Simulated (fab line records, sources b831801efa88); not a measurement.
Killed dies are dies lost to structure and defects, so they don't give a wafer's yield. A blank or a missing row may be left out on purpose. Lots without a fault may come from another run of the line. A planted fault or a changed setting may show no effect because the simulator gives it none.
Chamber matching | flow gf180mcu | GF_CONTACT_CMP_04 on cmp-01: 4 sister chambers
The step polishes SiO2. 8 wafers are shown with their chamber, then 9 later ones without.

WAFERS WITH THEIR CHAMBER
wafer  | chamber | time_to_endpoint_s (s) | retaining_ring_pressure_frac
L077.1 | 3       | 107                    | 1.009
L079.3 | 2       | 114                    | 1.002
L079.6 | 0       | 115                    | 1.002
L081.3 | 0       | 104                    | 0.994
L081.5 | 3       | 108                    | 1.001
L084.1 | 1       | 102                    | 1.002
L084.5 | 1       | 111                    | 1.004
L084.6 | 2       | 107                    | 0.995

WAFERS WITHOUT THEIR CHAMBER
wafer  | time_to_endpoint_s (s) | retaining_ring_pressure_frac
L085.1 | 105                    | 0.995
L085.2 | 107                    | 0.999
L085.4 | 113                    | 0.990
L087.1 | 115                    | 0.990
L087.2 | 111                    | 0.992
L087.4 | 114                    | 0.997
L095.1 | 111                    | 0.999
L095.3 | 115                    | 0.992
L095.5 | 120                    | 0.994

WHICH CHAMBER EACH WENT THROUGH
wafer  | from the rows above               | in truth
L085.1 | can't be placed: 0 or 2 or 1 or 3 | 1
L085.2 | can't be placed: 0 or 2 or 1 or 3 | 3
L085.4 | can't be placed: 0 or 2 or 1 or 3 | 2
L087.1 | can't be placed: 0 or 2 or 1 or 3 | 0
L087.2 | can't be placed: 0 or 2 or 1 or 3 | 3
L087.4 | can't be placed: 2 or 0 or 1 or 3 | 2
L095.1 | can't be placed: 2 or 0 or 1 or 3 | 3
L095.3 | can't be placed: 2 or 0 or 1 or 3 | 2
L095.5 | can't be placed: 2 or 0 or 1 or 3 | 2
Placed correctly: 0 of 9. Can't be placed from these rows: 9 (the true chamber is among the candidates in 9). Placed wrongly: 0.
How it was worked out, from the rows above alone: a wafer's distance from a chamber is the root of the sum, over the readings, of the square of ((its reading less the chamber's mean) divided by the reading's scatter). The wafer belongs to the nearest chamber; if the next one is less than 2 further off, it can't be placed. A chamber's mean is the mean of its shown wafers. The scatter: the root of (the sum of the squares of (reading less its chamber's mean) over the shown wafers, divided by (wafers less chambers)).
